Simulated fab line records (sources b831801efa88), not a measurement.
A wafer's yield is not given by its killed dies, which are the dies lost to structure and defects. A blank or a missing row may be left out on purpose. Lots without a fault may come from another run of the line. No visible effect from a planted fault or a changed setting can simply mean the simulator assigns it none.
Chamber matching	flow sfq-line	cmp-01 running SFQ_TRILAYER_I0_CMP_CMP_028: 4 sister chambers
The step polishes SiO2. 16 wafers are shown with their chamber, then 8 later ones without.

WAFERS PAIRED WITH THEIR CHAMBERS
wafer	chamber	motor-current-A (A)	time-to-endpoint-s (s)	slurry-flow-ml-min
L549.1	0	12.1	221	149.8
L549.2	3	9.9	223	150.1
L549.5	0	12.8	238	149.8
L551.4	3	9.6	231	149.4
L551.5	0	11.3	241	150.9
L551.6	3	10.5	227	150.3
L552.2	1	9.7	215	149.3
L552.4	2	8.5	222	149.9
L552.5	2	8.2	214	150.7
L553.3	0	11.5	225	149.2
L553.5	0	11.4	232	149.6
L553.6	1	9.0	226	149.4
L562.3	1	9.4	213	150.3
L562.4	0	12.3	224	150.5
L562.6	1	8.9	216	150.6
L565.3	3	10.2	215	149.4

SIGNATURES (means of the wafers above)
reading	chamber 0	chamber 1	chamber 2	chamber 3	scatter within a chamber
motor-current-A	11.900	9.250	8.350	10.050	0.473
time-to-endpoint-s	230.17	217.50	218.00	224.00	7.09
slurry-flow-ml-min	149.967	149.900	150.300	149.800	0.59
Rule: a wafer's distance from a chamber is the root of the sum, over the readings, of the square of ((its reading less the chamber's mean) divided by the reading's scatter). If the next closest chamber is less than 2 further off than the closest, the wafer can't be placed; otherwise it belongs to the closest. The scatter: the root of (the sum of the squares of (reading less its chamber's mean) over the shown wafers, divided by (wafers less chambers)).

WAFERS WITH NO CHAMBER GIVEN
wafer	motor-current-A (A)	time-to-endpoint-s (s)	slurry-flow-ml-min
L565.4	8.8	213	150.1
L565.6	10.1	219	150.2
L568.2	10.4	212	150.6
L568.4	12.1	226	149.6
L568.5	9.2	217	150.2
L570.4	11.9	223	149.9
L570.1	8.9	209	149.2
L570.5	11.7	224	150.5

CHAMBER TAKEN BY EACH
wafer	from the rows above	in truth
L565.4	can't be placed: 1 or 2 or 3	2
L565.6	can't be placed: 3 or 1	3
L568.2	can't be placed: 3 or 1 or 0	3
L568.4	0	0
L568.5	can't be placed: 1 or 2 or 3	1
L570.4	0	0
L570.1	can't be placed: 1 or 2 or 3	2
L570.5	0	0
Correct placement for 3 of the 8. Can't be placed from these rows: 5 (the true chamber is among the candidates in 5). Placed wrongly: 0.
